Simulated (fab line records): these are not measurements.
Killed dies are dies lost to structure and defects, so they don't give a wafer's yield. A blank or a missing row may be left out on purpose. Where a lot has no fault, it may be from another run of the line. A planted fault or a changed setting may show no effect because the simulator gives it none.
Chamber matching -- flow sky130 -- 4 sister chambers for SKY_VIA3_CMP_24 on cmp-02
The step polishes, stops on SiO2, t overpolish 20 s, target thk 0 nm. 8 wafers are shown with their chamber, then 10 later ones without.

== WAFERS WITH THEIR CHAMBER ==
wafer,chamber,motorCurrentA (A),timeToEndpointS (s)
L080.4,0,12.1,94
L082.1,2,12.3,96
L082.3,1,10.9,96
L086.2,0,12.0,92
L086.4,1,10.1,93
L086.6,2,12.2,94
L089.3,3,9.3,98
L089.5,3,9.9,98

== WAFERS WITH NO CHAMBER GIVEN ==
wafer,motorCurrentA (A),timeToEndpointS (s)
L089.6,11.8,99
L090.1,11.8,94
L090.4,9.9,98
L090.5,10.1,96
L091.2,12.7,94
L091.4,11.6,93
L091.5,11.9,92
L094.1,10.1,94
L094.2,12.1,92
L094.5,9.4,91

== WHICH CHAMBER EACH WENT THROUGH ==
wafer,from the rows above,in truth
L089.6,can't be placed: 2 or 0 or 1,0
L090.1,can't be placed: 0 or 2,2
L090.4,3,3
L090.5,can't be placed: 1 or 3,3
L091.2,can't be placed: 2 or 0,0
L091.4,can't be placed: 0 or 2 or 1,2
L091.5,can't be placed: 0 or 2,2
L094.1,can't be placed: 1 or 3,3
L094.2,can't be placed: 0 or 2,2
L094.5,can't be placed: 1 or 3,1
1 of 10 placed correctly. These rows do not allow placing 9 (true chamber among the candidates in 9). Placed wrongly: 0.
How it was worked out, from the rows above alone: a wafer's distance from a chamber is the root of the sum, over the readings, of the square of ((its reading less the chamber's mean) divided by the reading's scatter). If the next closest chamber is less than 2 further off than the closest, the wafer can't be placed; otherwise it belongs to the closest. Each chamber's mean is taken over the wafers shown for it. The scatter is the square root of a quotient: the sum, over the shown wafers, of each reading's squared deviation from its chamber's mean, divided by wafers minus chambers.
